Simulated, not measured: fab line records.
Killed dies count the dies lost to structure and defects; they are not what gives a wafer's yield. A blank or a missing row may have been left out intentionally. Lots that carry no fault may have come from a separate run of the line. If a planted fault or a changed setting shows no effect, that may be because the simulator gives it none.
Matching of chambers    flow sky130    4 sister chambers for SKY_VIA1_CMP_24 on cmp-01
The step polishes, stops on SiO2, t overpolish 15 s, target thk 0 nm. 14 wafers are shown with their chamber, then 7 later ones without.

EACH WAFER AND ITS CHAMBER
wafer   chamber  motor-current-A (A)  overpolish-run-s (s)  time-to-endpoint-s (s)
L636.1  0        7.5                  14.985                66.1
L636.4  3        10.2                 15.014                66.4
L636.5  1        12.1                 14.991                62.8
L637.1  1        10.9                 14.996                62.3
L637.4  2        11.8                 15.013                64.3
L637.5  3        9.9                  14.997                64.8
L642.1  0        8.2                  14.998                64.7
L642.3  2        11.8                 15.012                65.6
L642.6  2        11.9                 15.009                67.0
L644.3  2        11.8                 15.009                67.6
L644.5  3        9.8                  14.986                64.3
L644.6  2        10.9                 14.998                67.1
L653.1  1        12.1                 14.981                69.6
L653.4  2        11.2                 15.011                69.8

SIGNATURES (means of the wafers above)
reading             chamber 0  chamber 1  chamber 2  chamber 3  scatter within a chamber
motor-current-A     7.850      11.700     11.567     9.967      0.463
overpolish-run-s    14.99150   14.98933   15.00867   14.99900   0.00865
time-to-endpoint-s  65.400     64.900     66.900     65.167     2.32
Rule: a wafer lies at a distance from a chamber equal to the root of the sum of squares, over the readings, of (its reading less the chamber's mean, divided by the reading's scatter). The wafer belongs to the nearest chamber; if the next one is less than 2 further off, it can't be placed. The scatter: the root of (the sum of the squares of (reading less its chamber's mean) over the shown wafers, divided by (wafers less chambers)).

WAFERS WHOSE CHAMBER IS MISSING
wafer   motor-current-A (A)  overpolish-run-s (s)  time-to-endpoint-s (s)
L653.5  9.6                  15.004                70.7
L654.1  11.9                 15.005                65.3
L654.4  7.8                  14.991                67.9
L654.5  8.0                  14.998                66.7
L656.1  11.3                 15.011                65.1
L656.3  9.7                  15.000                69.6
L656.5  10.8                 15.013                69.0

EACH ONE'S CHAMBER
wafer   from the rows above           in truth
L653.5  3                             3
L654.1  can't be placed: 2 or 1       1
L654.4  0                             0
L654.5  0                             0
L656.1  can't be placed: 2 or 1       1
L656.3  3                             3
L656.5  can't be placed: 2 or 3 or 1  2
4 of 7 placed correctly. Can't be placed from these rows: 3 (the true chamber is among the candidates in 3). Placed wrongly: 0.
